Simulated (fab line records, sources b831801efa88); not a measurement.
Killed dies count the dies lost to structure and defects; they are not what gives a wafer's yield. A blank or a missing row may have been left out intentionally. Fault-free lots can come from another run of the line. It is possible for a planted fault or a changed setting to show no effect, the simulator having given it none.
Which tool is to blame? || flow sky130 || 24 lots, 72 wafers sampled, at 5 steps of a route of 708

== WHAT THE GAUGES SHOWED, per wafer ==
SKY_CAPM_OVL_MEAS_12.
{"lot": "L074", "measured": "day 38 09:25", "on": "overlay-01", "CAPM_OVL (nm)": "0.4 -0.1 0.1"}
{"lot": "L075", "measured": "day 38 19:58", "on": "overlay-01", "CAPM_OVL (nm)": "0.4 -1.4 -0.9"}
{"lot": "L076", "measured": "day 38 20:52", "on": "overlay-02", "CAPM_OVL (nm)": "1.9 0.9 -0.5"}
{"lot": "L077", "measured": "day 39 11:31", "on": "overlay-01", "CAPM_OVL (nm)": "-0.9 0.5 -0.9"}
{"lot": "L078", "measured": "day 39 18:07", "on": "overlay-01", "CAPM_OVL (nm)": "-0.8 -1.6 -1.6"}
{"lot": "L079", "measured": "day 39 21:23", "on": "overlay-02", "CAPM_OVL (nm)": "-1.9 -1.0 -3.4"}
{"lot": "L080", "measured": "day 40 02:01", "on": "overlay-01", "CAPM_OVL (nm)": "2.3 0.9 0.3"}
{"lot": "L081", "measured": "day 40 15:59", "on": "overlay-01", "CAPM_OVL (nm)": "-0.6 -2.0 0.0"}
{"lot": "L082", "measured": "day 40 21:09", "on": "overlay-01", "CAPM_OVL (nm)": "4.6 2.0 2.9"}
{"lot": "L083", "measured": "day 41 05:10", "on": "overlay-01", "CAPM_OVL (nm)": "0.4 -0.4 3.0"}
{"lot": "L084", "measured": "day 41 12:05", "on": "overlay-01", "CAPM_OVL (nm)": "2.1 1.5 1.5"}
{"lot": "L085", "measured": "day 41 18:52", "on": "overlay-01", "CAPM_OVL (nm)": "2.3 1.1 0.7"}
{"lot": "L086", "measured": "day 41 20:25", "on": "overlay-01", "CAPM_OVL (nm)": "0.3 1.1 0.3"}
{"lot": "L087", "measured": "day 42 04:19", "on": "overlay-02", "CAPM_OVL (nm)": "-1.3 -0.9 0.3"}
{"lot": "L088", "measured": "day 42 16:38", "on": "overlay-02", "CAPM_OVL (nm)": "-0.4 1.1 1.2"}
{"lot": "L089", "measured": "day 42 21:25", "on": "overlay-01", "CAPM_OVL (nm)": "0.9 1.6 1.4"}
{"lot": "L090", "measured": "day 43 08:37", "on": "overlay-02", "CAPM_OVL (nm)": "0.5 1.1 -1.2"}
{"lot": "L091", "measured": "day 43 14:43", "on": "overlay-02", "CAPM_OVL (nm)": "-1.5 0.1 -3.1"}
{"lot": "L092", "measured": "day 43 15:16", "on": "overlay-01", "CAPM_OVL (nm)": "1.7 2.0 0.6"}
{"lot": "L093", "measured": "day 43 20:18", "on": "overlay-02", "CAPM_OVL (nm)": "2.5 3.0 2.2"}
{"lot": "L094", "measured": "day 44 03:19", "on": "overlay-01", "CAPM_OVL (nm)": "0.0 -0.2 -0.3"}
{"lot": "L095", "measured": "day 44 11:42", "on": "overlay-01", "CAPM_OVL (nm)": "0.6 1.3 0.2"}
{"lot": "L096", "measured": "day 44 12:47", "on": "overlay-02", "CAPM_OVL (nm)": "0.2 0.8 0.4"}
{"lot": "L097", "measured": "day 44 16:27", "on": "overlay-02", "CAPM_OVL (nm)": "0.3 1.5 -0.5"}

== TOOL THAT RAN EACH LOT (tool first, then ch and the chambers of the sampled wafers, then the start) ==
{"lot": "L074", "SKY_FIELD_ISO_ETCH_17": "rie si-01 ch 1,2,3, day 2 06:29", "SKY_LI_CONTACT_ETCH_14": "rie diel-02 ch 0,1,2, day 29 22:22", "SKY_CONTACT_CVD_24": "cvd w-02 ch 0, day 32 11:14", "SKY_METAL2_STRIP_20": "plasma asher-02 ch 1, day 36 00:59"}
{"lot": "L075", "SKY_FIELD_ISO_ETCH_17": "rie si-01 ch 0,3, day 2 12:31", "SKY_LI_CONTACT_ETCH_14": "rie diel-03 ch 0,1,2, day 30 08:57", "SKY_CONTACT_CVD_24": "cvd w-02 ch 0,1, day 32 21:47", "SKY_METAL2_STRIP_20": "plasma asher-04 ch 0,1, day 36 12:13"}
{"lot": "L076", "SKY_FIELD_ISO_ETCH_17": "rie si-02 ch 1,2, day 2 16:53", "SKY_LI_CONTACT_ETCH_14": "rie diel-03 ch 0,3, day 30 12:10", "SKY_CONTACT_CVD_24": "cvd w-01 ch 1, day 33 00:57", "SKY_METAL2_STRIP_20": "plasma asher-02 ch 0,1, day 36 14:25"}
{"lot": "L077", "SKY_FIELD_ISO_ETCH_17": "rie si-02 ch 1,2,3, day 2 23:49", "SKY_LI_CONTACT_ETCH_14": "rie diel-04 ch 0,2, day 31 02:12", "SKY_CONTACT_CVD_24": "cvd w-01 ch 0,1, day 33 14:30", "SKY_METAL2_STRIP_20": "plasma asher-04 ch 0,1, day 37 03:08"}
{"lot": "L078", "SKY_FIELD_ISO_ETCH_17": "rie si-01 ch 0,2, day 3 03:14", "SKY_LI_CONTACT_ETCH_14": "rie diel-03 ch 0,1, day 31 12:12", "SKY_CONTACT_CVD_24": "cvd w-01 ch 1, day 33 23:27", "SKY_METAL2_STRIP_20": "plasma asher-04 ch 0,1, day 37 11:31"}
{"lot": "L079", "SKY_FIELD_ISO_ETCH_17": "rie si-02 ch 2,3, day 3 07:44", "SKY_LI_CONTACT_ETCH_14": "rie diel-04 ch 1,2,3, day 31 13:09", "SKY_CONTACT_CVD_24": "cvd w-02 ch 0,1, day 33 23:38", "SKY_METAL2_STRIP_20": "plasma asher-02 ch 0,1, day 37 12:40"}
{"lot": "L080", "SKY_FIELD_ISO_ETCH_17": "rie si-01 ch 0,1,2, day 3 12:35", "SKY_LI_CONTACT_ETCH_14": "rie diel-03 ch 0,1, day 31 19:58", "SKY_CONTACT_CVD_24": "cvd w-01 ch 0,1, day 34 06:50", "SKY_METAL2_STRIP_20": "plasma asher-01 ch 0,1, day 37 18:56"}
{"lot": "L081", "SKY_FIELD_ISO_ETCH_17": "rie si-01 ch 0,1,2, day 3 17:35", "SKY_LI_CONTACT_ETCH_14": "rie diel-03 ch 1,2,3, day 32 12:28", "SKY_CONTACT_CVD_24": "cvd w-01 ch 0,1, day 34 22:43", "SKY_METAL2_STRIP_20": "plasma asher-04 ch 0,1, day 38 11:10"}
{"lot": "L082", "SKY_FIELD_ISO_ETCH_17": "rie si-01 ch 0,1,2, day 3 23:52", "SKY_LI_CONTACT_ETCH_14": "rie diel-03 ch 1,2,3, day 32 18:42", "SKY_CONTACT_CVD_24": "cvd w-02 ch 0,1, day 35 04:14", "SKY_METAL2_STRIP_20": "plasma asher-02 ch 0,1, day 38 16:20"}
{"lot": "L083", "SKY_FIELD_ISO_ETCH_17": "rie si-02 ch 0,1,2, day 4 07:11", "SKY_LI_CONTACT_ETCH_14": "rie diel-03 ch 0,1,3, day 33 02:22", "SKY_CONTACT_CVD_24": "cvd w-01 ch 0,1, day 35 13:11", "SKY_METAL2_STRIP_20": "plasma asher-02 ch 0,1, day 39 01:26"}
{"lot": "L084", "SKY_FIELD_ISO_ETCH_17": "rie si-01 ch 1,3, day 4 10:23", "SKY_LI_CONTACT_ETCH_14": "rie diel-03 ch 1,2, day 33 06:40", "SKY_CONTACT_CVD_24": "cvd w-01 ch 0, day 35 17:38", "SKY_METAL2_STRIP_20": "plasma asher-02 ch 0,1, day 39 06:31"}
{"lot": "L085", "SKY_FIELD_ISO_ETCH_17": "rie si-02 ch 1,2,3, day 4 15:34", "SKY_LI_CONTACT_ETCH_14": "rie diel-02 ch 0,1,2, day 33 18:25", "SKY_CONTACT_CVD_24": "cvd w-01 ch 0,1, day 36 03:44", "SKY_METAL2_STRIP_20": "plasma asher-04 ch 0,1, day 39 14:43"}
{"lot": "L086", "SKY_FIELD_ISO_ETCH_17": "rie si-01 ch 0,2, day 4 21:59", "SKY_LI_CONTACT_ETCH_14": "rie diel-04 ch 2,3, day 33 18:46", "SKY_CONTACT_CVD_24": "cvd w-02 ch 0,1, day 36 04:44", "SKY_METAL2_STRIP_20": "plasma asher-02 ch 0,1, day 39 16:56"}
{"lot": "L087", "SKY_FIELD_ISO_ETCH_17": "rie si-02 ch 0,2,3, day 5 01:40", "SKY_LI_CONTACT_ETCH_14": "rie diel-03 ch 1,3, day 34 05:13", "SKY_CONTACT_CVD_24": "cvd w-01 ch 0,1, day 36 13:59", "SKY_METAL2_STRIP_20": "plasma asher-02 ch 0,1, day 40 00:13"}
{"lot": "L088", "SKY_FIELD_ISO_ETCH_17": "rie si-01 ch 2,3, day 5 09:08", "SKY_LI_CONTACT_ETCH_14": "rie diel-02 ch 0,1,2, day 34 15:58", "SKY_CONTACT_CVD_24": "cvd w-01 ch 0,1, day 37 01:35", "SKY_METAL2_STRIP_20": "plasma asher-02 ch 0,1, day 40 12:23"}
{"lot": "L089", "SKY_FIELD_ISO_ETCH_17": "rie si-02 ch 0,1,3, day 5 14:44", "SKY_LI_CONTACT_ETCH_14": "rie diel-02 ch 0,2,3, day 34 22:31", "SKY_CONTACT_CVD_24": "cvd w-02 ch 0,1, day 37 07:26", "SKY_METAL2_STRIP_20": "plasma asher-02 ch 0,1, day 40 17:22"}
{"lot": "L090", "SKY_FIELD_ISO_ETCH_17": "rie si-01 ch 0,2, day 5 18:44", "SKY_LI_CONTACT_ETCH_14": "rie diel-04 ch 2,3, day 35 12:15", "SKY_CONTACT_CVD_24": "cvd w-02 ch 0, day 37 21:38", "SKY_METAL2_STRIP_20": "plasma asher-01 ch 0,1, day 41 06:28"}
{"lot": "L091", "SKY_FIELD_ISO_ETCH_17": "rie si-02 ch 0,1,2, day 6 00:05", "SKY_LI_CONTACT_ETCH_14": "rie diel-03 ch 0,2, day 35 16:03", "SKY_CONTACT_CVD_24": "cvd w-01 ch 0,1, day 38 01:43", "SKY_METAL2_STRIP_20": "plasma asher-01 ch 0,1, day 41 11:26"}
{"lot": "L092", "SKY_FIELD_ISO_ETCH_17": "rie si-01 ch 1,3, day 6 04:14", "SKY_LI_CONTACT_ETCH_14": "rie diel-03 ch 0,1,2, day 35 18:07", "SKY_CONTACT_CVD_24": "cvd w-01 ch 0,1, day 38 03:20", "SKY_METAL2_STRIP_20": "plasma asher-04 ch 0,1, day 41 11:50"}
{"lot": "L093", "SKY_FIELD_ISO_ETCH_17": "rie si-02 ch 0,1,2, day 6 07:49", "SKY_LI_CONTACT_ETCH_14": "rie diel-04 ch 1,2, day 36 00:28", "SKY_CONTACT_CVD_24": "cvd w-02 ch 0, day 38 08:46", "SKY_METAL2_STRIP_20": "plasma asher-04 ch 1, day 41 17:47"}
{"lot": "L094", "SKY_FIELD_ISO_ETCH_17": "rie si-01 ch 1,2,3, day 6 14:35", "SKY_LI_CONTACT_ETCH_14": "rie diel-04 ch 0,1,3, day 36 09:58", "SKY_CONTACT_CVD_24": "cvd w-02 ch 0,1, day 38 18:17", "SKY_METAL2_STRIP_20": "plasma asher-04 ch 0,1, day 42 01:32"}
{"lot": "L095", "SKY_FIELD_ISO_ETCH_17": "rie si-02 ch 0,3, day 6 22:02", "SKY_LI_CONTACT_ETCH_14": "rie diel-03 ch 0,2,3, day 36 19:25", "SKY_CONTACT_CVD_24": "cvd w-02 ch 0,1, day 39 04:41", "SKY_METAL2_STRIP_20": "plasma asher-01 ch 0,1, day 42 10:02"}
{"lot": "L096", "SKY_FIELD_ISO_ETCH_17": "rie si-01 ch 1,3, day 7 00:50", "SKY_LI_CONTACT_ETCH_14": "rie diel-02 ch 0,3, day 36 20:57", "SKY_CONTACT_CVD_24": "cvd w-02 ch 0,1, day 39 05:23", "SKY_METAL2_STRIP_20": "plasma asher-01 ch 0,1, day 42 11:38"}
{"lot": "L097", "SKY_FIELD_ISO_ETCH_17": "rie si-02 ch 1,2,3, day 7 04:34", "SKY_LI_CONTACT_ETCH_14": "rie diel-04 ch 1,2, day 37 00:07", "SKY_CONTACT_CVD_24": "cvd w-02 ch 0,1, day 39 08:48", "SKY_METAL2_STRIP_20": "plasma asher-01 ch 0,1, day 42 15:32"}
- SKY_FIELD_ISO_ETCH_17: etches Si in HBr/Cl2/O2, target depth 342 nm, time 101 s.
- SKY_LI_CONTACT_ETCH_14: etches BARC in N2/H2, stops on SiO2, time 45.9 s, target depth 60 nm.
- SKY_CONTACT_CVD_24: deposits W, target thk 340 nm, time 102.12 s.
- SKY_METAL2_STRIP_20: strips in O2/N2.

== AS READ BY THE TOOLS THEMSELVES (means over the sampled wafers that have a number; for cases with no such wafer, the mark the record gives instead) ==
SKY_FIELD_ISO_ETCH_17.
{"lot": "L074", "tool": "rie si-01", "drypump motor current A (A)": 6.1, "oes product au (a.u.)": 0.994, "throttle valve pct (%)": 25.648}
{"lot": "L075", "tool": "rie si-01", "drypump motor current A (A)": 6.0, "oes product au (a.u.)": 0.997, "throttle valve pct (%)": 25.657}
{"lot": "L076", "tool": "rie si-02", "drypump motor current A (A)": 5.4, "oes product au (a.u.)": 0.996, "throttle valve pct (%)": 25.650}
{"lot": "L077", "tool": "rie si-02", "drypump motor current A (A)": 5.5, "oes product au (a.u.)": 0.996, "throttle valve pct (%)": 25.658}
{"lot": "L078", "tool": "rie si-01", "drypump motor current A (A)": 6.3, "oes product au (a.u.)": 1.003, "throttle valve pct (%)": 25.652}
{"lot": "L079", "tool": "rie si-02", "drypump motor current A (A)": 5.9, "oes product au (a.u.)": 0.996, "throttle valve pct (%)": 25.665}
{"lot": "L080", "tool": "rie si-01", "drypump motor current A (A)": 6.2, "oes product au (a.u.)": 0.999, "throttle valve pct (%)": 25.654}
{"lot": "L081", "tool": "rie si-01", "drypump motor current A (A)": 6.2, "oes product au (a.u.)": 0.990, "throttle valve pct (%)": 25.654}
{"lot": "L082", "tool": "rie si-01", "drypump motor current A (A)": 6.2, "oes product au (a.u.)": 0.997, "throttle valve pct (%)": 25.649}
{"lot": "L083", "tool": "rie si-02", "drypump motor current A (A)": 5.7, "oes product au (a.u.)": 1.003, "throttle valve pct (%)": 25.664}
{"lot": "L084", "tool": "rie si-01", "drypump motor current A (A)": 5.8, "oes product au (a.u.)": 0.996, "throttle valve pct (%)": 25.658}
{"lot": "L085", "tool": "rie si-02", "drypump motor current A (A)": 5.5, "oes product au (a.u.)": 0.997, "throttle valve pct (%)": 25.652}
{"lot": "L086", "tool": "rie si-01", "drypump motor current A (A)": 6.4, "oes product au (a.u.)": 0.998, "throttle valve pct (%)": 25.668}
{"lot": "L087", "tool": "rie si-02", "drypump motor current A (A)": 5.9, "oes product au (a.u.)": 0.993, "throttle valve pct (%)": 25.670}
{"lot": "L088", "tool": "rie si-01", "drypump motor current A (A)": 6.0, "oes product au (a.u.)": 1.004, "throttle valve pct (%)": 25.652}
{"lot": "L089", "tool": "rie si-02", "drypump motor current A (A)": 5.5, "oes product au (a.u.)": 1.005, "throttle valve pct (%)": 25.655}
{"lot": "L090", "tool": "rie si-01", "drypump motor current A (A)": 6.2, "oes product au (a.u.)": 1.005, "throttle valve pct (%)": 25.662}
{"lot": "L091", "tool": "rie si-02", "drypump motor current A (A)": 5.7, "oes product au (a.u.)": 0.999, "throttle valve pct (%)": 25.657}
{"lot": "L092", "tool": "rie si-01", "drypump motor current A (A)": 5.8, "oes product au (a.u.)": 0.993, "throttle valve pct (%)": 25.651}
{"lot": "L093", "tool": "rie si-02", "drypump motor current A (A)": 5.7, "oes product au (a.u.)": 0.996, "throttle valve pct (%)": 25.662}
{"lot": "L094", "tool": "rie si-01", "drypump motor current A (A)": 6.0, "oes product au (a.u.)": 1.006, "throttle valve pct (%)": 25.663}
{"lot": "L095", "tool": "rie si-02", "drypump motor current A (A)": 5.6, "oes product au (a.u.)": 0.987, "throttle valve pct (%)": 25.673}
{"lot": "L096", "tool": "rie si-01", "drypump motor current A (A)": 5.8, "oes product au (a.u.)": 0.992, "throttle valve pct (%)": 25.658}
{"lot": "L097", "tool": "rie si-02", "drypump motor current A (A)": 5.5, "oes product au (a.u.)": 0.986, "throttle valve pct (%)": 25.672}

SKY_LI_CONTACT_ETCH_14.
{"lot": "L074", "tool": "rie diel-02", "drypump motor current A (A)": 5.5, "oes product au (a.u.)": 0.857, "throttle valve pct (%)": 13.227}
{"lot": "L075", "tool": "rie diel-03", "drypump motor current A (A)": 5.7, "oes product au (a.u.)": 0.853, "throttle valve pct (%)": 13.223}
{"lot": "L076", "tool": "rie diel-03", "drypump motor current A (A)": 5.3, "oes product au (a.u.)": 0.854, "throttle valve pct (%)": 13.226}
{"lot": "L077", "tool": "rie diel-04", "drypump motor current A (A)": 5.3, "oes product au (a.u.)": 0.854, "throttle valve pct (%)": 13.231}
{"lot": "L078", "tool": "rie diel-03", "drypump motor current A (A)": 5.4, "oes product au (a.u.)": 0.855, "throttle valve pct (%)": 13.222}
{"lot": "L079", "tool": "rie diel-04", "drypump motor current A (A)": 5.7, "oes product au (a.u.)": 0.858, "throttle valve pct (%)": 13.226}
{"lot": "L080", "tool": "rie diel-03", "drypump motor current A (A)": 5.6, "oes product au (a.u.)": 0.857, "throttle valve pct (%)": 13.235}
{"lot": "L081", "tool": "rie diel-03", "drypump motor current A (A)": 5.8, "oes product au (a.u.)": 0.856, "throttle valve pct (%)": 13.212}
{"lot": "L082", "tool": "rie diel-03", "drypump motor current A (A)": 5.8, "oes product au (a.u.)": 0.855, "throttle valve pct (%)": 13.231}
{"lot": "L083", "tool": "rie diel-03", "drypump motor current A (A)": 5.5, "oes product au (a.u.)": 0.855, "throttle valve pct (%)": 13.227}
{"lot": "L084", "tool": "rie diel-03", "drypump motor current A (A)": 5.9, "oes product au (a.u.)": 0.854, "throttle valve pct (%)": 13.220}
{"lot": "L085", "tool": "rie diel-02", "drypump motor current A (A)": 5.6, "oes product au (a.u.)": 0.849, "throttle valve pct (%)": 13.226}
{"lot": "L086", "tool": "rie diel-04", "drypump motor current A (A)": 5.3, "oes product au (a.u.)": 0.854, "throttle valve pct (%)": 13.232}
{"lot": "L087", "tool": "rie diel-03", "drypump motor current A (A)": 5.5, "oes product au (a.u.)": 0.852, "throttle valve pct (%)": 13.216}
{"lot": "L088", "tool": "rie diel-02", "drypump motor current A (A)": 5.5, "oes product au (a.u.)": 0.858, "throttle valve pct (%)": 13.227}
{"lot": "L089", "tool": "rie diel-02", "drypump motor current A (A)": 5.7, "oes product au (a.u.)": 0.858, "throttle valve pct (%)": 13.222}
{"lot": "L090", "tool": "rie diel-04", "drypump motor current A (A)": 5.8, "oes product au (a.u.)": 0.859, "throttle valve pct (%)": 13.224}
{"lot": "L091", "tool": "rie diel-03", "drypump motor current A (A)": 5.8, "oes product au (a.u.)": 0.852, "throttle valve pct (%)": 13.226}
{"lot": "L092", "tool": "rie diel-03", "drypump motor current A (A)": 5.7, "oes product au (a.u.)": 0.854, "throttle valve pct (%)": 13.220}
{"lot": "L093", "tool": "rie diel-04", "drypump motor current A (A)": 5.2, "oes product au (a.u.)": 0.853, "throttle valve pct (%)": 13.223}
{"lot": "L094", "tool": "rie diel-04", "drypump motor current A (A)": 6.2, "oes product au (a.u.)": 0.857, "throttle valve pct (%)": 13.226}
{"lot": "L095", "tool": "rie diel-03", "drypump motor current A (A)": 5.6, "oes product au (a.u.)": 0.851, "throttle valve pct (%)": 13.220}
{"lot": "L096", "tool": "rie diel-02", "drypump motor current A (A)": 5.7, "oes product au (a.u.)": 0.857, "throttle valve pct (%)": 13.225}
{"lot": "L097", "tool": "rie diel-04", "drypump motor current A (A)": 5.5, "oes product au (a.u.)": 0.852, "throttle valve pct (%)": 13.216}

SKY_CONTACT_CVD_24.
{"lot": "L074", "tool": "cvd w-02", "heater power w (W)": 860}
{"lot": "L075", "tool": "cvd w-02", "heater power w (W)": 872}
{"lot": "L076", "tool": "cvd w-01", "heater power w (W)": 949}
{"lot": "L077", "tool": "cvd w-01", "heater power w (W)": 746}
{"lot": "L078", "tool": "cvd w-01", "heater power w (W)": 940}
{"lot": "L079", "tool": "cvd w-02", "heater power w (W)": 876}
{"lot": "L080", "tool": "cvd w-01", "heater power w (W)": 742}
{"lot": "L081", "tool": "cvd w-01", "heater power w (W)": 751}
{"lot": "L082", "tool": "cvd w-02", "heater power w (W)": 885}
{"lot": "L083", "tool": "cvd w-01", "heater power w (W)": 837}
{"lot": "L084", "tool": "cvd w-01", "heater power w (W)": 643}
{"lot": "L085", "tool": "cvd w-01", "heater power w (W)": 831}
{"lot": "L086", "tool": "cvd w-02", "heater power w (W)": 882}
{"lot": "L087", "tool": "cvd w-01", "heater power w (W)": 748}
{"lot": "L088", "tool": "cvd w-01", "heater power w (W)": 743}
{"lot": "L089", "tool": "cvd w-02", "heater power w (W)": 872}
{"lot": "L090", "tool": "cvd w-02", "heater power w (W)": 869}
{"lot": "L091", "tool": "cvd w-01", "heater power w (W)": 833}
{"lot": "L092", "tool": "cvd w-01", "heater power w (W)": 745}
{"lot": "L093", "tool": "cvd w-02", "heater power w (W)": 863}
{"lot": "L094", "tool": "cvd w-02", "heater power w (W)": 880}
{"lot": "L095", "tool": "cvd w-02", "heater power w (W)": 891}
{"lot": "L096", "tool": "cvd w-02", "heater power w (W)": 879}
{"lot": "L097", "tool": "cvd w-02", "heater power w (W)": 880}

SKY_METAL2_STRIP_20.
{"lot": "L074", "tool": "plasma asher-02", "drypump motor current A (A)": 6.1, "oes product au (a.u.)": 0.338, "strip time to endpoint s (s)": 2.66}
{"lot": "L075", "tool": "plasma asher-04", "drypump motor current A (A)": 6.0, "oes product au (a.u.)": 0.342, "strip time to endpoint s (s)": 2.75}
{"lot": "L076", "tool": "plasma asher-02", "drypump motor current A (A)": 5.8, "oes product au (a.u.)": 0.338, "strip time to endpoint s (s)": 2.63}
{"lot": "L077", "tool": "plasma asher-04", "drypump motor current A (A)": 6.1, "oes product au (a.u.)": 0.347, "strip time to endpoint s (s)": 2.73}
{"lot": "L078", "tool": "plasma asher-04", "drypump motor current A (A)": 6.1, "oes product au (a.u.)": 0.345, "strip time to endpoint s (s)": 2.69}
{"lot": "L079", "tool": "plasma asher-02", "drypump motor current A (A)": 5.8, "oes product au (a.u.)": 0.342, "strip time to endpoint s (s)": 2.65}
{"lot": "L080", "tool": "plasma asher-01", "drypump motor current A (A)": 5.6, "oes product au (a.u.)": 0.342, "strip time to endpoint s (s)": 2.72}
{"lot": "L081", "tool": "plasma asher-04", "drypump motor current A (A)": 6.0, "oes product au (a.u.)": 0.340, "strip time to endpoint s (s)": 2.73}
{"lot": "L082", "tool": "plasma asher-02", "drypump motor current A (A)": 5.8, "oes product au (a.u.)": 0.347, "strip time to endpoint s (s)": 2.76}
{"lot": "L083", "tool": "plasma asher-02", "drypump motor current A (A)": 5.9, "oes product au (a.u.)": 0.343, "strip time to endpoint s (s)": 2.73}
{"lot": "L084", "tool": "plasma asher-02", "drypump motor current A (A)": 5.9, "oes product au (a.u.)": 0.343, "strip time to endpoint s (s)": 2.75}
{"lot": "L085", "tool": "plasma asher-04", "drypump motor current A (A)": 5.8, "oes product au (a.u.)": 0.350, "strip time to endpoint s (s)": 2.73}
{"lot": "L086", "tool": "plasma asher-02", "drypump motor current A (A)": 6.0, "oes product au (a.u.)": 0.347, "strip time to endpoint s (s)": 2.78}
{"lot": "L087", "tool": "plasma asher-02", "drypump motor current A (A)": 6.0, "oes product au (a.u.)": 0.341, "strip time to endpoint s (s)": 2.72}
{"lot": "L088", "tool": "plasma asher-02", "drypump motor current A (A)": 6.0, "oes product au (a.u.)": 0.342, "strip time to endpoint s (s)": 2.71}
{"lot": "L089", "tool": "plasma asher-02", "drypump motor current A (A)": 5.8, "oes product au (a.u.)": 0.340, "strip time to endpoint s (s)": 2.71}
{"lot": "L090", "tool": "plasma asher-01", "drypump motor current A (A)": 5.4, "oes product au (a.u.)": 0.343, "strip time to endpoint s (s)": 2.72}
{"lot": "L091", "tool": "plasma asher-01", "drypump motor current A (A)": 5.6, "oes product au (a.u.)": 0.339, "strip time to endpoint s (s)": 2.71}
{"lot": "L092", "tool": "plasma asher-04", "drypump motor current A (A)": 6.0, "oes product au (a.u.)": 0.346, "strip time to endpoint s (s)": 2.74}
{"lot": "L093", "tool": "plasma asher-04", "drypump motor current A (A)": 6.2, "oes product au (a.u.)": 0.346, "strip time to endpoint s (s)": 2.75}
{"lot": "L094", "tool": "plasma asher-04", "drypump motor current A (A)": 5.8, "oes product au (a.u.)": 0.341, "strip time to endpoint s (s)": 2.73}
{"lot": "L095", "tool": "plasma asher-01", "drypump motor current A (A)": 5.4, "oes product au (a.u.)": 0.345, "strip time to endpoint s (s)": 2.69}
{"lot": "L096", "tool": "plasma asher-01", "drypump motor current A (A)": 5.4, "oes product au (a.u.)": 0.340, "strip time to endpoint s (s)": 2.74}
{"lot": "L097", "tool": "plasma asher-01", "drypump motor current A (A)": 5.4, "oes product au (a.u.)": 0.343, "strip time to endpoint s (s)": 2.77}

== THE ANSWER, worked out from the rows above alone ==
Rule: usual is defined by the lots themselves. Put in order of their means at a reading, lots are off if they are a third of the lots or fewer, leave a main group of 4 or more, and stand apart from it by a gap of 3 or more times the standard deviation of the main group's means; of several such gaps the widest counts. If all means in a main group match to the digits the tables above print for the reading, that group is not used. Also off: a lot with no number at a reading for which 4 or more lots have one. The other lots that the step has rows for count as sound. Order of review: gauges by route order, followed by the tools' own readings, for which a lot's mean as printed above is used. The first step at which some lot is off is used, and at that step the reading that is off furthest; a lot without a number counts as furthest.
None of the lots is off at any reading shown; this tells nothing.

== WHAT HAD BEEN PUT IN BY THE SIMULATOR ==
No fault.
